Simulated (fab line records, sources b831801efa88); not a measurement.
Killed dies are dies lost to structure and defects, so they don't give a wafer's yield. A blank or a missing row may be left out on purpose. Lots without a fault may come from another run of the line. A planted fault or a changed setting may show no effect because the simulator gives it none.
One fault seen from 2 desks | flow sky130 | each desk has only its own numbers; what lay behind them comes last

THE METROLOGY DESK
What the gauges read, lot by lot, whatever tool the lot ran on: means of the sampled wafers that have a number. A lot is out of limits, marked OUT, if its mean lies more than 4 standard deviations from the usual mean; the brackets give that distance.
Columns: A = METAL2_ALCU_RS at SKY_METAL2_RS_MEAS_05, usual 0.1265 ohm/sq
lot  | first seen here | A
L746 | day 34 02:52    | 0.1241
L747 | day 34 04:19    | 0.1268
L748 | day 34 20:07    | 0.1260
L749 | day 35 01:46    | 0.1248
L750 | day 35 04:06    | 0.1251
L752 | day 35 22:58    | 0.1259
L751 | day 36 02:38    | 0.1251
L754 | day 37 01:25    | 0.1259
L758 | day 38 06:11    | 0.1295
L762 | day 39 02:53    | 0.1261
L764 | day 39 20:19    | 0.1286
L768 | day 40 14:49    | 0.1290
This desk's finding: nothing out of limits on any of the 12 lots.

THE TOOL OWNER'S DESK: rie_diel-02
The tool's own readings at SKY_VIA2_ETCH_15 (etches SiO2 in C4F8/O2/Ar, stops on TiN, target depth 546 nm, time 84 s): means of the sampled wafers that have a number, for each lot that ran on this tool. A lot is out of limits, marked OUT, if its mean lies more than 4 standard deviations from the usual mean; the brackets give that distance.
Columns: A = oes_product_au at SKY_VIA2_ETCH_15, usual 0.939 a.u.; B = run_length_s at SKY_VIA2_ETCH_15, usual 112.6 s
lot  | first seen here | A                | B
L748 | day 37 02:04    | 0.940            | 112.7
L752 | day 38 05:06    | 0.940            | 112.8
L754 | day 39 06:45    | 0.937            | 113.0
L758 | day 40 10:06    | 0.942            | 112.3
L762 | day 41 06:14    | 0.921 (-4.3) OUT | 115.2 (+7.1) OUT
L764 | day 41 21:55    | 0.920 (-4.4) OUT | 114.9 (+6.5) OUT
This desk's finding: out of limits on L762, L764; first on L762, day 41 06:14 (oes_product_au at SKY_VIA2_ETCH_15). In limits: L748, L752, L754, L758.

PUT TOGETHER
The tool owner's desk could have raised an alarm at day 41 06:14, on L762, L764.
The metrology desk saw nothing out of limits.
The metrology desk has L762, L764 on record, within its limits.
Of the lots named, all ran SKY_VIA2_ETCH_15 on rie_diel-02.

WHAT THE SIMULATOR HAD PUT IN
Process parameter drift: rie_diel-02, from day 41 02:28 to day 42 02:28, at SKY_VIA2_ETCH_15. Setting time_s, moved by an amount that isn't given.
Lots struck among those shown: L762, L764.
Hours from the fault's start to each desk's first reading out of limits: the tool owner's desk, 4.
